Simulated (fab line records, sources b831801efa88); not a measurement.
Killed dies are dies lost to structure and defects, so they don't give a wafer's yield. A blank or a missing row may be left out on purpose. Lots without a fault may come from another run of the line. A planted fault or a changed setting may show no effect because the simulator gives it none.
A struck lot beside a sound one | flow sky130 | 17 steps out of a route of 708
Sound: wafers L475.2, L475.3, L475.5. Struck: wafers L479.2, L479.5, L479.6. The cause comes at the end.
At each step with rows: each side's tool, then ch and its chambers, then its first start. Under that, the readings that differ: sound wafers | struck wafers | difference of the means | sigmas: that difference in standard deviations of wafers without a fault.
alike: readings whose means differ by less than 2 such deviations, and words and numbers that are the same on both sides. not compared: withheld readings, readings that some wafer has no value for, bounds like >300 that may hide the same value, and numbers for which the record gives no deviation and whose values overlap.
The two part at a step that has a row with sigmas, a row that says differs or no value, or rows on one side only. Numbers that don't overlap but have no deviation are shown without sigmas and don't part them. A reading that every wafer of one side lacks parts them only if that side has two wafers or more.

first, 1 step without rows for these wafers: SKY_CAP2M_DEVELOP_11 (develop time 60 s).
SKY_CAP2M_OVL_MEAS_12:
  sound on overlay-02, day 42 16:55; struck on overlay-02, day 43 22:08
  alike: CAP2M_OVL
SKY_CAP2M_METAL_ETCH_13: etches TiN in Cl2/BCl3, stops on SiO2, target depth 220 nm, time 62.9 s.
  sound on rie_metal-01 ch 0,1, day 42 16:56; struck on rie_metal-04 ch 0,1, day 43 22:10
  alike: drypump_motor_current_A, oes_product_au, throttle_valve_pct
  not compared: rf_hours_counter_h
SKY_CAP2M_STRIP_14: strips in O2/N2.
  sound on plasma_asher-03 ch 0,1, day 42 17:01; struck on plasma_asher-03 ch 0,1, day 43 22:15
  alike: drypump_motor_current_A, oes_product_au, strip_time_to_endpoint_s
  not compared: rf_hours_counter_h
then, 8 steps without rows for these wafers: SKY_CAP2M_STRIP_15 (strips in post etch residue remover, time 1200 s); SKY_CAP2M_CLEAN_16 (cleans in IPA, time 180 s); SKY_CAP2M_CLEAN_17 (cleans in O3/DIW); SKY_METAL4_DEHYDRATE_05 (time 60 s); SKY_METAL4_HMDS_06 (prime time 60 s); SKY_METAL4_COAT_07 (resist thk 60 nm); SKY_METAL4_COAT_08 (resist thk 1140 nm); SKY_METAL4_SOFTBAKE_09 (time 90 s).
SKY_METAL4_EXPOSE_10: exposes mask MM4, target cd 300 nm.
  sound on krf_scanner-02 ch 0, day 43 05:12; struck on krf_scanner-02 ch 0, day 44 10:23
  alike: mask, exposure_dose_mJ_cm2
then, 2 steps without rows for these wafers: SKY_METAL4_PEB_11; SKY_METAL4_DEVELOP_12 (develop time 60 s).
SKY_METAL4_CD_MEAS_13: target cd 300 nm.
  sound on cd_sem-02, day 43 16:59; struck on cd_sem-01, day 44 21:35
  reading    | sound             | struck            | difference | sigmas
  cd_nm (nm) | 295.7 297.4 298.5 | 250.9 242.8 172.4 | -75.2      | -50
  not compared: hold
SKY_PAD_OPEN_PROBE_99:
  the record has rows for the sound wafers here (prober-02, day 47 10:23) and none for the struck ones

WHERE THEY PART
First at SKY_METAL4_CD_MEAS_13; last, within this record, at SKY_PAD_OPEN_PROBE_99.

WHY: what the simulator had put in
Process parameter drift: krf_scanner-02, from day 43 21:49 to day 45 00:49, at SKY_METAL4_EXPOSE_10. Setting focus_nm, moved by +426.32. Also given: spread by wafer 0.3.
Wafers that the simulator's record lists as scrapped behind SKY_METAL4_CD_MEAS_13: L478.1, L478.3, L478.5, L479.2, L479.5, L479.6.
